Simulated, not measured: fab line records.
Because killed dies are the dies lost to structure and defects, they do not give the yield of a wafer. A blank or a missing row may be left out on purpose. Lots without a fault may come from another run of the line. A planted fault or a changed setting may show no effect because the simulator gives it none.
A single fault, viewed from 2 desks | flow sfq-line | each desk holds nothing but its own numbers, with what lay behind them at the end

THE METROLOGY DESK
What the gauges read, lot by lot, whatever tool the lot ran on: means of the sampled wafers that have a number. A lot is out of limits, marked OUT, if its mean lies more than 4 standard deviations from the usual mean; the brackets give that distance.
Columns: A = M0_OVL at SFQ_M0_OVL_MEAS_906, usual -2 nm
lot  | first seen here | A
L634 | day 12 07:39    | -3
L635 | day 12 17:59    | -0
L636 | day 13 06:33    | 2
L637 | day 13 13:02    | 4
L638 | day 13 18:34    | 8
L648 | day 17 04:17    | -8
L649 | day 17 23:04    | -8
L651 | day 18 19:24    | 1
L652 | day 19 03:47    | -6
L653 | day 19 20:59    | -10
L654 | day 19 23:23    | -1
L655 | day 20 06:35    | 2
L656 | day 20 16:11    | 5
L657 | day 20 23:24    | -3
This desk's finding: nothing out of limits on any of the 14 lots.

TOOL OWNER'S DESK, rie-metal-03
The tool's own readings at SFQ_TRILAYER_M1_ETCH_METAL_ETCH_042 (etches Nb in Cl2/Ar, stops on SiO2, target depth 240 nm, time 120 s): means of the sampled wafers that have a number, for each lot that ran on this tool. A lot is out of limits, marked OUT, if its mean lies more than 4 standard deviations from the usual mean; the brackets give that distance.
Columns: A = drypump-motor-current-A at SFQ_TRILAYER_M1_ETCH_METAL_ETCH_042, usual 5.8 A; B = oes-product-au at SFQ_TRILAYER_M1_ETCH_METAL_ETCH_042, usual 0.891 a.u.; C = rf-fwd-power-W at SFQ_TRILAYER_M1_ETCH_METAL_ETCH_042, usual 596.5 W
lot  | first seen here | A   | B     | C
L635 | day 25 15:47    | 5.7 | 0.895 | 594.3
L636 | day 25 23:09    | 6.1 | 0.881 | 594.0
L637 | day 26 06:21    | 5.9 | 0.886 | 565.0 (-16) OUT
L638 | day 26 14:47    | 6.0 | 0.895 | 565.8 (-15) OUT
L653 | day 31 17:15    | 5.8 | 0.889 | 597.1
L654 | day 31 19:39    | 5.6 | 0.897 | 597.3
L655 | day 32 01:39    | 5.9 | 0.885 | 595.9
L657 | day 32 14:53    | 5.9 | 0.890 | 598.9
Finding of this desk: L637, L638 out of limits; the first was L637 at day 26 06:21, on rf-fwd-power-W at SFQ_TRILAYER_M1_ETCH_METAL_ETCH_042. In limits: L635, L636, L653, L654, L655, L657.

BROUGHT TOGETHER
The tool owner's desk could have raised an alarm at day 26 06:21, on L637, L638.
Metrology desk: nothing out of limits seen.
The metrology desk has L637, L638 on record, within its limits.
Of the lots named, all ran SFQ_TRILAYER_M1_ETCH_METAL_ETCH_042 on rie-metal-03.

WHAT THE SIMULATOR HAD PUT IN
rie-metal-03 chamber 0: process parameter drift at SFQ_TRILAYER_M1_ETCH_METAL_ETCH_042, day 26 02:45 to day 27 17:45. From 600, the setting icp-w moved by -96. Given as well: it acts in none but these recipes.
Shown lots that were struck: L637, L638.
Hours from the fault's start to each desk's first reading out of limits: the tool owner's desk, 4.
